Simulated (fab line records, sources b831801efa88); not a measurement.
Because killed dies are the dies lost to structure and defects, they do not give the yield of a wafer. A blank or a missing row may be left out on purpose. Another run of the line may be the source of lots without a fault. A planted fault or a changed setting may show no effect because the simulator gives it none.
fab line records	flow gf180mcu
record: lots: 15	wafers: 45	last_day: 34
route steps=602 shown MVPSD@88 VT_IMPLANT@99 V2@396 M3@414
lots with no fault: from the same line, run without faults
start_h: hours from the record's opening day to when the first of the lot's shown wafers began	wait_h: hours elapsed since this lot's preceding step	" the same as in the row above	L1.1+2: one row covering several wafers at once	- no value, or no start was given	* or withheld: withheld	< > ~ a bound
route shown NAME@n: names a module that has steps shown in the file, with the first one's number in the route	usual: mean/standard deviation taken from wafers without a fault	same: alike in all rows	chamber/n: place in a boat	sites: readings site by site	_std_site: standard deviation across them	_edge_site: outer sites' mean less inner sites'	radius_mm: for every site, how far away it sits from the centre of the wafer	mask NAME#n: copy n	behind: tool/chamber where the wafer was last shaped	hold: what put the lot on hold/how long, in hours/how the hold closed	device: the n, p or np transistor that did not switch	end of line: at the end of the route, the tests of the same wafers	a step without rows: its recipe alone	killed: not the wafer's yield, but the dies lost to structure and defects at the first sort	map: shows each die of a wafer: x if killed, . if not, _ if none is there
set.NAME: the setting that was run; set.NAME@STEP: the one run at that earlier step	model.NAME: the simulator's own value behind a step, which no gauge read
a sample of lots followed through the steps of the route, with each step as a table and each wafer as a row
services: when a tool's chamber went out of use (start_h, in hours from the record's first day, below 0 if earlier), for how many hours, and the reason
== steps ==
step: GF_MVPSD_STRIP_10
recipe: chemistry: O2/N2	power_w: 1400	pressure_mtorr: 1500	platen_temp_c: 250	o2_flow_sccm: 3000	n2_flow_sccm: 300	overash_fraction: 0.5
usual: chamber_pressure_mTorr: 1499.8/1.5	drypump_motor_current_A: 5.68/0.3	heater_power_w: 344/23	oes_product_au: 0.722/0.0044	overash_fraction: 0.5/0	strip_time_to_endpoint_s: 37.27/0.11
lot.wafer	tool	chamber	start_h	wait_h	chamber_pressure_mTorr	drypump_motor_current_A	heater_power_w	oes_product_au	overash_fraction	rf_hours_counter_h	strip_time_to_endpoint_s
L638.4	plasma_asher-01	0	90.75	0.1	1500.0	5.77	381	0.722	0.5	-	37.39
L638.5	"	1	"	"	1501.5	5.29	344	0.735	0.5	-	37.50
L638.6	"	0	"	"	1497.5	5.79	389	0.720	0.5	-	37.47
L639.4	plasma_asher-01	1	102.46	0.1	1499.5	5.29	333	0.720	0.5	-	37.31
L639.5	"	0	"	"	1499.9	5.80	375	0.724	0.5	-	37.23
L639.6	"	1	"	"	1499.5	5.27	338	0.724	0.5	-	37.28
L641.1	plasma_asher-01	0	111.57	0.1	1500.1	5.77	371	0.721	0.5	44	37.26
L641.2	"	1	"	"	1502.4	5.27	331	0.727	0.5	44	37.29
L641.6	"	0	"	"	1500.4	5.83	370	0.716	0.5	-	37.22
L646.2	plasma_asher-03	0	143.83	0.1	1498.8	5.44	330	0.716	0.5	38	37.35
L646.5	"	0	"	"	1499.7	5.46	328	0.723	0.5	-	37.33
L646.6	"	1	"	"	1499.2	5.81	335	0.726	0.5	-	37.41
L647.1	plasma_asher-01	1	150.53	0.1	-	-	-	-	-	-	-
L647.3	"	1	"	"	-	-	-	-	-	-	-
L647.4	"	0	"	"	-	-	-	-	-	-	-
L648.1	plasma_asher-02	1	158.03	0.1	-	-	-	-	-	-	-
L648.3	"	1	"	"	-	-	-	-	-	-	-
L648.5	"	1	"	"	-	-	-	-	-	-	-
L649.3	plasma_asher-01	0	161.52	0.1	-	-	-	-	-	-	-
L649.5	"	1	"	"	-	-	-	-	-	-	-
L649.6	"	0	"	"	-	-	-	-	-	-	-
L650.1	plasma_asher-01	0	167.57	0.1	1501.2	5.79	376	0.720	0.5	49	37.18
L650.4	"	1	"	"	1499.6	5.27	340	0.723	0.5	-	37.23
L650.6	"	0	"	"	1498.6	5.80	371	0.723	0.5	-	37.25
L651.1	plasma_asher-01	1	174.48	0.1	1498.1	5.28	344	0.719	0.5	50	37.26
L651.2	"	0	"	"	1499.7	5.82	382	0.716	0.5	50	37.26
L651.4	"	1	"	"	1497.7	5.27	340	0.724	0.5	-	37.26
L655.2	plasma_asher-03	1	195.57	0.1	1500.7	5.86	330	0.720	0.5	43	37.19
L655.4	"	0	"	"	1502.8	5.44	319	0.727	0.5	-	37.20
L655.5	"	1	"	"	1498.8	5.84	332	0.727	0.5	-	37.12
L658.1	plasma_asher-01	1	213.38	0.1	1502.4	5.28	340	0.721	0.5	54	37.17
L658.2	"	0	"	"	1498.1	5.78	370	0.720	0.5	54	37.08
L658.6	"	1	"	"	1500.2	5.28	341	0.723	0.5	-	37.12
L657.3	plasma_asher-02	1	213.41	0.1	1500.4	5.94	304	0.726	0.5	-	37.24
L657.5	"	1	"	"	1498.5	5.95	303	0.718	0.5	-	37.29
L657.6	"	0	"	"	1498.8	6.18	384	0.732	0.5	-	37.28
L659.1	plasma_asher-02	0	220.03	0.1	1498.9	6.17	378	0.725	0.5	10	37.19
L659.2	"	1	"	"	1497.9	5.96	311	0.726	0.5	10	37.17
L659.3	"	0	"	"	1500.1	6.14	367	0.717	0.5	-	37.14
L660.2	plasma_asher-03	1	229.02	0.1	1500.8	5.82	320	0.719	0.5	47	37.21
L660.3	"	0	"	"	1501.0	5.48	328	0.723	0.5	-	37.21
L660.4	"	1	"	"	1500.3	5.86	328	0.726	0.5	-	37.22
L661.1	plasma_asher-01	1	234.13	0.1	1498.8	5.26	329	0.724	0.5	56	37.15
L661.5	"	0	"	"	1500.8	5.81	370	0.722	0.5	-	37.17
L661.6	"	1	"	"	1498.8	5.26	340	0.723	0.5	-	37.18
step: GF_VT_IMPLANT_STRIP_09
recipe: chemistry: O2/N2	power_w: 1400	pressure_mtorr: 1500	platen_temp_c: 250	o2_flow_sccm: 3000	n2_flow_sccm: 300	overash_fraction: 0.5
usual: chamber_pressure_mTorr: 1500.2/1.3	drypump_motor_current_A: 5.95/0.22	heater_power_w: 350/28	oes_product_au: 0.715/0.0048	strip_time_to_endpoint_s: 12.63/0.034
same: overash_fraction: 0.5
lot.wafer	tool	chamber	start_h	wait_h	chamber_pressure_mTorr	drypump_motor_current_A	heater_power_w	oes_product_au	rf_hours_counter_h	strip_time_to_endpoint_s
L638.4	plasma_asher-02	1	105.17	0.1	1497.6	5.97	325	0.724	-	12.60
L638.5	"	0	"	"	1499.8	6.19	357	0.715	-	12.63
L638.6	"	1	"	"	1500.7	5.96	323	0.722	-	12.61
L639.4	plasma_asher-04	0	116.90	0.1	1499.2	6.18	354	0.715	-	12.59
L639.5	"	0	"	"	1499.4	6.18	355	0.716	-	12.62
L639.6	"	1	"	"	1500.1	5.84	381	0.717	-	12.62
L641.1	plasma_asher-03	1	127.09	0.1	1501.0	5.86	334	0.715	36	12.56
L641.2	"	0	"	"	1500.3	5.45	316	0.716	36	12.60
L641.6	"	1	"	"	1501.5	5.87	329	0.721	-	12.57
L646.2	plasma_asher-04	0	159.04	0.1	1500.6	6.16	352	0.722	49	12.65
L646.5	"	1	"	"	1503.1	5.82	382	0.708	-	12.60
L646.6	"	0	"	"	1500.2	6.18	362	0.716	-	12.65
L647.1	plasma_asher-02	0	165.78	0.1	1498.3	6.17	379	0.730	5	57.64
L647.3	"	0	"	"	1501.9	6.14	378	0.734	-	57.58
L647.4	"	1	"	"	1498.5	5.96	311	0.726	-	57.65
L648.1	plasma_asher-02	0	173.09	0.1	1501.8	6.19	384	0.734	6	57.59
L648.3	"	1	"	"	1502.0	5.97	315	0.733	-	57.48
L648.5	"	0	"	"	1501.0	6.17	372	0.727	-	57.73
L649.3	plasma_asher-02	0	177.22	0.1	1499.1	6.21	376	0.734	-	57.40
L649.5	"	0	"	"	1499.4	6.19	377	0.734	-	57.28
L649.6	"	1	"	"	1501.3	5.96	315	0.724	-	57.49
L650.1	plasma_asher-03	0	184.37	0.1	1500.2	5.45	319	0.712	42	12.67
L650.4	"	1	"	"	1500.6	5.86	319	0.716	-	12.71
L650.6	"	0	"	"	1501.3	5.46	330	0.725	-	12.68
L651.1	plasma_asher-02	1	191.18	0.1	1499.6	5.92	305	0.720	7	12.63
L651.2	"	0	"	"	1499.6	6.18	379	0.713	7	12.63
L651.4	"	1	"	"	1501.4	5.96	314	0.706	-	12.59
L655.2	plasma_asher-02	0	212.13	0.1	1499.3	6.21	366	0.718	10	12.59
L655.4	"	1	"	"	1500.8	5.98	312	0.710	-	12.60
L655.5	"	0	"	"	1501.7	6.18	372	0.717	-	12.63
L657.3	plasma_asher-04	1	231.53	0.1	1498.0	5.84	382	0.704	-	12.59
L657.5	"	1	"	"	1501.2	5.83	385	0.719	-	12.59
L657.6	"	0	"	"	1500.6	6.18	352	0.715	-	12.58
L658.1	plasma_asher-02	0	231.79	0.1	1501.5	6.19	377	0.713	12	12.68
L658.2	"	1	"	"	1500.5	5.94	310	0.724	12	12.68
L658.6	"	0	"	"	1500.2	6.17	384	0.714	-	12.63
L659.1	plasma_asher-03	1	238.52	0.1	1499.9	5.80	330	0.712	48	12.65
L659.2	"	0	"	"	1501.7	5.45	314	0.724	48	12.66
L659.3	"	0	"	"	1498.1	5.45	320	0.718	-	12.65
L660.2	plasma_asher-04	0	247.19	0.1	1497.9	6.14	349	0.711	57	12.68
L660.3	"	1	"	"	1499.1	5.80	390	0.713	-	12.71
L660.4	"	0	"	"	1501.2	6.17	352	0.713	-	12.68
L661.1	plasma_asher-04	1	252.98	0.1	1499.5	5.82	372	0.712	58	12.63
L661.5	"	0	"	"	1501.8	6.16	348	0.715	-	12.63
L661.6	"	1	"	"	1500.3	5.81	382	0.722	-	12.61
step: GF_VT_IMPLANT_TW_MEAS_10
usual: VT_IMPLANT_TW: 565/4
lot.wafer	tool	chamber	start_h	wait_h	VT_IMPLANT_TW
L638.4	film_metro-03	-	105.26	0.1	569
L638.5	"	-	"	"	569
L638.6	"	-	"	"	565
L639.4	film_metro-04	-	117.00	0.1	556
L639.5	"	-	"	"	558
L639.6	"	-	"	"	561
L641.1	film_metro-04	-	127.19	0.1	566
L641.2	"	-	"	"	565
L641.6	"	-	"	"	564
L646.2	film_metro-03	-	159.19	0.1	572
L646.5	"	-	"	"	571
L646.6	"	-	"	"	565
L647.1	film_metro-01	-	165.88	0.1	30
L647.3	"	-	"	"	30
L647.4	"	-	"	"	30
L648.1	film_metro-03	-	173.19	0.1	30
L648.3	"	-	"	"	30
L648.5	"	-	"	"	30
L649.3	film_metro-04	-	177.30	0.1	30
L649.5	"	-	"	"	30
L649.6	"	-	"	"	30
L650.1	film_metro-04	-	184.47	0.1	561
L650.4	"	-	"	"	562
L650.6	"	-	"	"	564
L651.1	film_metro-03	-	191.28	0.1	578
L651.2	"	-	"	"	575
L651.4	"	-	"	"	572
L655.2	film_metro-04	-	212.24	0.1	563
L655.4	"	-	"	"	564
L655.5	"	-	"	"	561
L657.3	film_metro-03	-	231.61	0.1	566
L657.5	"	-	"	"	564
L657.6	"	-	"	"	565
L658.1	film_metro-04	-	231.89	0.1	564
L658.2	"	-	"	"	561
L658.6	"	-	"	"	566
L659.1	film_metro-03	-	238.62	0.1	564
L659.2	"	-	"	"	562
L659.3	"	-	"	"	564
L660.2	film_metro-04	-	247.30	0.1	562
L660.3	"	-	"	"	563
L660.4	"	-	"	"	558
L661.1	film_metro-03	-	253.08	0.1	567
L661.5	"	-	"	"	567
L661.6	"	-	"	"	569
step: GF_V2_CD_MEAS_14
recipe: target_cd_nm: 260
usual: cd_nm: 259.8/1.4
lot.wafer	tool	chamber	start_h	wait_h	cd_nm
L638.4	cd_sem-02	-	454.50	0.1	257.4
L638.5	"	-	"	"	257.7
L638.6	"	-	"	"	258.7
L639.4	cd_sem-01	-	470.24	0.1	261.6
L639.5	"	-	"	"	260.7
L639.6	"	-	"	"	261.5
L641.1	cd_sem-01	-	484.69	0.1	260.5
L641.2	"	-	"	"	259.8
L641.6	"	-	"	"	259.1
L646.2	cd_sem-01	-	533.39	0.1	259.9
L646.5	"	-	"	"	259.5
L646.6	"	-	"	"	259.5
L647.1	cd_sem-02	-	539.43	0.1	262.7
L647.3	"	-	"	"	261.8
L647.4	"	-	"	"	261.1
L648.1	cd_sem-02	-	554.14	0.1	258.6
L648.3	"	-	"	"	259.2
L648.5	"	-	"	"	259.7
L649.3	cd_sem-02	-	561.87	0.1	260.2
L649.5	"	-	"	"	258.8
L649.6	"	-	"	"	259.8
L650.1	cd_sem-01	-	569.63	0.1	260.3
L650.4	"	-	"	"	261.4
L650.6	"	-	"	"	261.1
L651.1	cd_sem-01	-	577.18	0.1	258.5
L651.2	"	-	"	"	259.0
L651.4	"	-	"	"	260.3
L655.2	cd_sem-01	-	608.14	0.1	261.2
L655.4	"	-	"	"	261.9
L655.5	"	-	"	"	259.9
L657.3	cd_sem-01	-	619.58	0.1	261.6
L657.5	"	-	"	"	261.7
L657.6	"	-	"	"	261.2
L658.1	cd_sem-01	-	624.63	0.1	258.4
L658.2	"	-	"	"	258.5
L658.6	"	-	"	"	257.8
L659.1	cd_sem-02	-	634.54	0.1	260.0
L659.2	"	-	"	"	261.2
L659.3	"	-	"	"	260.6
L660.2	cd_sem-02	-	642.99	0.1	261.3
L660.3	"	-	"	"	261.4
L660.4	"	-	"	"	261.7
L661.1	cd_sem-02	-	649.13	0.1	260.7
L661.5	"	-	"	"	262.0
L661.6	"	-	"	"	262.3
step: GF_V2_CMP_26
recipe: stop_on: SiO2	down_force_psi: 3.5	platen_rpm: 60	t_overpolish_s: 15	target_thk_nm: 0	pad_velocity_m_s: 0.94248
usual: motor_current_A: 10.9/1.1	overpolish_run_s: 15.000/0.0093	time_to_endpoint_s: 84/3.3
lot.wafer	tool	chamber	start_h	wait_h	motor_current_A	overpolish_run_s	time_to_endpoint_s
L638.4	cmp-01	1	456.00	0.0	12.3	15.004	85
L638.5	"	1	"	"	12.0	14.991	86
L638.6	"	2	"	"	10.6	14.998	88
L639.4	cmp-01	2	471.89	0.1	10.5	14.995	83
L639.6	"	1	"	"	12.0	15.007	86
L639.5	"	2	"	"	11.0	14.992	87
L641.2	cmp-01	2	486.04	0.1	10.5	15.006	88
L641.1	"	0	"	"	9.4	14.997	91
L641.6	"	1	"	"	11.6	14.993	87
L646.2	cmp-02	2	534.93	0.0	12.1	14.984	85
L646.5	"	2	"	"	11.6	14.997	86
L646.6	"	3	"	"	9.9	15.004	91
L647.4	cmp-02	0	540.65	0.0	12.6	14.997	82
L647.3	"	1	"	"	10.3	14.986	83
L647.1	"	3	"	"	10.1	14.992	86
L648.3	cmp-02	3	556.39	0.0	10.0	15.000	87
L648.1	"	1	"	"	10.3	14.991	81
L648.5	"	0	"	"	12.9	15.002	80
L649.3	cmp-02	0	563.29	0.2	12.5	15.007	81
L649.6	"	3	"	"	10.0	14.990	86
L649.5	"	0	"	"	12.8	15.003	79
L650.4	cmp-02	2	570.94	0.0	10.9	14.992	83
L650.1	"	3	"	"	10.0	15.017	88
L650.6	"	3	"	"	9.9	14.992	86
L651.4	cmp-01	3	578.44	0.1	10.5	14.998	87
L651.2	"	0	"	"	9.7	14.997	93
L651.1	"	1	"	"	12.3	14.999	84
L655.2	cmp-01	2	609.43	0.1	11.3	15.008	87
L655.4	"	3	"	"	9.7	15.003	81
L655.5	"	0	"	"	9.7	14.999	88
L657.3	cmp-01	3	620.75	0.0	10.1	15.000	81
L657.5	"	3	"	"	10.1	14.993	79
L657.6	"	0	"	"	9.5	15.003	87
L658.1	cmp-01	0	625.89	0.1	10.0	15.003	82
L658.2	"	1	"	"	12.7	15.001	82
L658.6	"	3	"	"	10.1	15.002	76
L659.3	cmp-02	2	635.83	0.1	11.8	15.004	82
L659.2	"	3	"	"	10.4	15.005	86
L659.1	"	0	"	"	12.9	15.009	84
L660.2	cmp-02	0	644.18	0.0	12.2	14.994	88
L660.4	"	1	"	"	10.3	15.010	89
L660.3	"	2	"	"	11.4	14.986	88
L661.1	cmp-01	1	650.45	0.1	12.1	14.989	85
L661.5	"	3	"	"	10.2	15.009	83
L661.6	"	0	"	"	9.7	15.004	87
step: GF_M3_RS_MEAS_05
recipe: thk_meas_gauge: four-point-probe	reads: TiN_of_M3_SPUTTER_04+Ti_of_M3_SPUTTER_03+AlCu_of_M3_SPUTTER_02+TiN_of_M3_SPUTTER_01+Ti_of_M3_SPUTTER_00
usual: M3_ALCU_RS: 0.0697/0.00072
lot.wafer	tool	chamber	start_h	wait_h	M3_ALCU_RS[ohm/sq]
L638.4	film_metro-03	-	456.58	0.1	0.0694
L638.5	"	-	"	"	0.0698
L638.6	"	-	"	"	0.0694
L639.4	film_metro-03	-	472.42	0.1	0.0698
L639.5	"	-	"	"	0.0694
L639.6	"	-	"	"	0.0704
L641.1	film_metro-03	-	486.51	0.0	0.0708
L641.2	"	-	"	"	0.0703
L641.6	"	-	"	"	0.0696
L646.2	film_metro-04	-	535.47	0.0	0.0701
L646.5	"	-	"	"	0.0701
L646.6	"	-	"	"	0.0693
L647.1	film_metro-04	-	541.17	0.0	0.0684
L647.3	"	-	"	"	0.0691
L647.4	"	-	"	"	0.0696
L648.1	film_metro-04	-	556.91	0.0	0.0694
L648.3	"	-	"	"	0.0701
L648.5	"	-	"	"	0.0697
L649.3	film_metro-01	-	563.80	0.1	0.0705
L649.5	"	-	"	"	0.0690
L649.6	"	-	"	"	0.0693
L650.1	film_metro-03	-	571.46	0.0	0.0706
L650.4	"	-	"	"	0.0698
L650.6	"	-	"	"	0.0703
L651.1	film_metro-03	-	578.92	0.0	0.0700
L651.2	"	-	"	"	0.0694
L651.4	"	-	"	"	0.0706
L655.2	film_metro-03	-	609.88	0.0	0.0706
L655.4	"	-	"	"	0.0704
L655.5	"	-	"	"	0.0700
L657.3	film_metro-03	-	621.31	0.1	0.0699
L657.5	"	-	"	"	0.0695
L657.6	"	-	"	"	0.0697
L658.1	film_metro-03	-	626.36	0.0	0.0692
L658.2	"	-	"	"	0.0705
L658.6	"	-	"	"	0.0689
L659.1	film_metro-01	-	636.30	0.0	0.0698
L659.2	"	-	"	"	0.0696
L659.3	"	-	"	"	0.0688
L660.2	film_metro-04	-	644.73	0.0	0.0697
L660.3	"	-	"	"	0.0704
L660.4	"	-	"	"	0.0693
L661.1	film_metro-03	-	650.87	0.0	0.0689
L661.5	"	-	"	"	0.0700
L661.6	"	-	"	"	0.0699
== services ==
tool	chamber	start_h	hours	kind
plasma_asher-01	-	78.91	3.9	repair
plasma_asher-01	-	96.67	2.3	repair
cmp-02	-	100.31	1.6	repair
plasma_asher-02	-	108.75	9.0	pm
cmp-01	-	114.27	0.6	repair
cmp-02	-	125.07	0.9	repair
cmp-02	-	140.90	2.1	repair
cmp-02	-	144.54	1.7	repair
cmp-02	-	161.82	0.6	repair
cmp-01	-	170.42	0.8	repair
plasma_asher-02	-	186.07	4.1	repair
cmp-02	-	191.59	2.1	repair
cmp-02	-	198.13	1.9	repair
cmp-01	-	232.00	4.0	pm
cmp-01	-	342.82	0.8	repair
cmp-01	-	360.07	12.1	pm
cmp-01	-	379.62	2.8	pm
cmp-01	-	383.28	0.8	repair
plasma_asher-02	-	472.42	1.8	repair
cmp-01	-	572.00	4.0	pm
cmp-01	-	578.91	6.1	repair
cmp-01	-	604.98	3.6	pm
plasma_asher-01	-	640.25	7.8	repair
plasma_asher-02	-	648.83	1.2	repair
== key ==
first_sign: step: GF_MVPSD_STRIP_10	reading: tool_record	direction: missing
effect: step: GF_VT_IMPLANT_STRIP_09	reading: strip_time_to_endpoint_s	direction: up	sigmas: 99+	usual: *	struck: *
effect: step: GF_VT_IMPLANT_TW_MEAS_10	reading: VT_IMPLANT_TW	direction: down	sigmas: 99+	usual: 565	struck: 30
met_at GF_MVPSD_STRIP_10
struck_lots L647,L648,L649
sort_left_out L647.1,L647.3,L647.4,L648.1,L648.3,L648.5,L649.3,L649.5,L649.6
tester_left_out L647,L648,L649
not_acting_at GF_V2_CD_MEAS_14,GF_V2_CMP_26,GF_M3_RS_MEAS_05
onset_between 111.57 150.53
fault: kind: skipped_step_whole	tool: plasma_asher-01,plasma_asher-02	chamber: -	onset_h: 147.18	steps: GF_MVPSD_STRIP_10	scope: struck_lots_only
tester_left_out: of these lots the tester's yield and bins aren't shown, on N5 and GAA mostly nor the transistor test; their killed dies are dies lost to structure and defects alone, not to doping, threshold or leakage, so they don't give the yield
sort_left_out: the simulated sort isn't trusted on such a fault, so these wafers' sort isn't shown, and their yield isn't known
